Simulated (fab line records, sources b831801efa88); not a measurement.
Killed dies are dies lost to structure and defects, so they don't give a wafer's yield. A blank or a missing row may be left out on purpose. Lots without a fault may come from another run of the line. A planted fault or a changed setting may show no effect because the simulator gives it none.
Problem report in the 8D (eight disciplines) form, filled by code | flow sfq_line | the parts of the form that need people (team, actions taken, sign-off) are left out

1. THE PROBLEM
oes_product_au at SFQ_TRILAYER_M7_ETCH_METAL_ETCH_180 reads a mean of 0.858 a.u. on 3 wafers of 2 lots; wafers without a fault read 0.896 a.u. with a standard deviation of 0.0073. That is -5.2 standard deviations from the usual mean.
The step: etches Nb in Cl2/Ar, stops on SiO2, target depth 240 nm, time 120 s.
First seen on wafer L285.5, day 81 17:53, on rie_metal-04. The record holds 42 wafers of 14 lots with a number at this step. Rule for "out", or "out of limits": more than 4 standard deviations from the usual mean. The other wafers with a number count as sound.

2. WHAT IT IS AND WHAT IT IS NOT
question                    | is                     | is not
which readings at this step | oes_product_au         | drypump_motor_current_A
which lots                  | L285, L288             | L278, L280, L281, L282, L286, L290, L293, L294, L295, L296, L298, L301
which wafers of those lots  | L285.5, L288.3, L288.5 | L285.1, L285.4, L288.4
read on which tools         | rie_metal-04           | rie_metal-02, rie_metal-03
when                        | from day 81 17:53      | up to then (14 sound wafers); but 25 sound wafers of L286, L288, L290, L293, L294, L295, L296, L298, L301 came after

3. SUSPECTS, AND WHAT RULES EACH OUT
Counting: a tool at a process step up to the reading stays a suspect if it ran every lot that is out. Sound lots after the first of them don't rule it out here, since some wafers of a struck lot are sound.
- rie_metal-04 at SFQ_TRILAYER_M7_ETCH_METAL_ETCH_180 (etches Nb in Cl2/Ar, stops on SiO2, target depth 240 nm, time 120 s): kept. It ran every lot that is out, first L285 (day 81 17:53); its last sound lot up to then is L282 (day 80 14:30). Its own readings are out on those wafers: oes_product_au.
Left after counting: rie_metal-04 at SFQ_TRILAYER_M7_ETCH_METAL_ETCH_180.

4. THE CAUSE (what the simulator had put in)
Process parameter drift: rie_metal-04, from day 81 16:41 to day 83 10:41, at SFQ_TRILAYER_M7_ETCH_METAL_ETCH_180. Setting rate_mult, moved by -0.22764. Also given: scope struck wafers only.
Counting left only this tool.

5. THE CHAIN OF EFFECTS, in route order
Each row: a reading whose mean over the struck wafers that have a number lies more than 3 standard deviations from the usual. Only readings for which the record gives a usual standard deviation are gone through. hours: the time from each lot's start at the first step in this table that gives one to its start at this step, as a median over the lots. sigmas: the change in usual standard deviations.
hours | step                                | reading        | usual      | on struck wafers | change | sigmas
0     | SFQ_TRILAYER_M7_ETCH_METAL_ETCH_180 | oes_product_au | 0.896 a.u. | 0.858            | -0.038 | -5.2
The process steps in it:
- SFQ_TRILAYER_M7_ETCH_METAL_ETCH_180: etches Nb in Cl2/Ar, stops on SiO2, target depth 240 nm, time 120 s.

6. WHAT WOULD HAVE CAUGHT IT SOONER
In this record the first reading out of limits was taken at day 81 17:53, 1 hour after the fault began at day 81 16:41.
